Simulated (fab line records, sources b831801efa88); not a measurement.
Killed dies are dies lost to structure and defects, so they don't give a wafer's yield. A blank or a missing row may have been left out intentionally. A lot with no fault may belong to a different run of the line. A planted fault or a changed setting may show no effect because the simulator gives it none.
8D (eight disciplines) problem report, filled in by code + flow gf180mcu + the parts of the form that need people (team, actions taken, sign-off) are left out

## 1. THE ISSUE
runLengthS at GF_STI_ETCH_14 reads a mean of 124.0 s on 1 wafer of 1 lot; wafers without a fault read 131.4 s with a standard deviation of 0.7. That is -11 standard deviations from the usual mean.
The step: etches Si in HBr/Cl2/O2, target depth 360 nm, time 102.9 s.
Earliest sighting: wafer L974.2 on rieSi-01 at day 5 06:45. The record holds 39 wafers of 13 lots with a number at this step. Rule for "out" (also "out of limits"): further than 4 standard deviations from the usual mean. All remaining wafers that have a number are taken as sound.

## 2. WHAT THIS IS AND IS NOT
| question                    | is               | is not                                                                                 |
|-----------------------------|------------------|----------------------------------------------------------------------------------------|
| which readings at this step | runLengthS       | drypumpMotorCurrentA, oesProductAu, throttleValvePct                                   |
| which lots                  | L974             | L959, L960, L961, L963, L964, L965, L966, L972, L977, L979, L980, L981                 |
| which wafers of those lots  | L974.2           | L974.1, L974.4                                                                         |
| read on which tools         | rieSi-01         | rieSi-02                                                                               |
| when                        | from day 5 06:45 | up to then (26 sound wafers); but 12 sound wafers of L977, L979, L980, L981 came after |

## 3. THE SUSPECTS, EACH WITH WHAT RULES IT OUT
Counting: any tool at a process step up to the reading remains a suspect provided it ran every lot that is out. Sound lots after the first of them don't rule it out here, since some wafers of a struck lot are sound.
- rieSi-01 at GF_STI_ETCH_14 (etches Si in HBr/Cl2/O2, target depth 360 nm, time 102.9 s): kept. The lot that is out, L974, ran on it at day 5 06:45; the last sound lot it ran before that was L965, at day 3 08:20. Its own runLengthS readings are out on those wafers.
- Within rieSi-01 at GF_STI_ETCH_14: the wafers that are out ran in chamber 0; their sound lot-mates ran in chambers 2, 3.
Remaining after the count: rieSi-01 at GF_STI_ETCH_14.

## 4. THE CAUSE (what the simulator had put in)
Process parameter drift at GF_STI_ETCH_14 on rieSi-01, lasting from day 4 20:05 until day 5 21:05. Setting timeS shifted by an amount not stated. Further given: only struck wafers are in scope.
After counting, this tool was the only one left.

## 5. THE CHAIN OF EFFECTS, in route order
Each row: a reading whose mean over the struck wafers that have a number lies more than 3 standard deviations from the usual. Only readings whose record carries a usual standard deviation are examined. hours: median over the lots of the time between each lot's start at the first step of this table that gives one and its start at this step. sigmas: the change, counted in usual standard deviations.
| hours | step           | reading    | usual   | on struck wafers | change | sigmas |
|-------|----------------|------------|---------|------------------|--------|--------|
| 0     | GF_STI_ETCH_14 | runLengthS | 131.4 s | 124.0            | -7.4   | -11    |
The process steps in it:
- GF_STI_ETCH_14: etches Si in HBr/Cl2/O2, target depth 360 nm, time 102.9 s.
Later measuring or inspecting steps at which every struck wafer that the step has a row for has a number for every such reading, and none has moved that far: GF_M3_THK_MEAS_06.

## 6. HOW IT WOULD HAVE BEEN CAUGHT EARLIER
In this record no reading fell out of limits until day 5 06:45, 11 hours after the fault had begun at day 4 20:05.
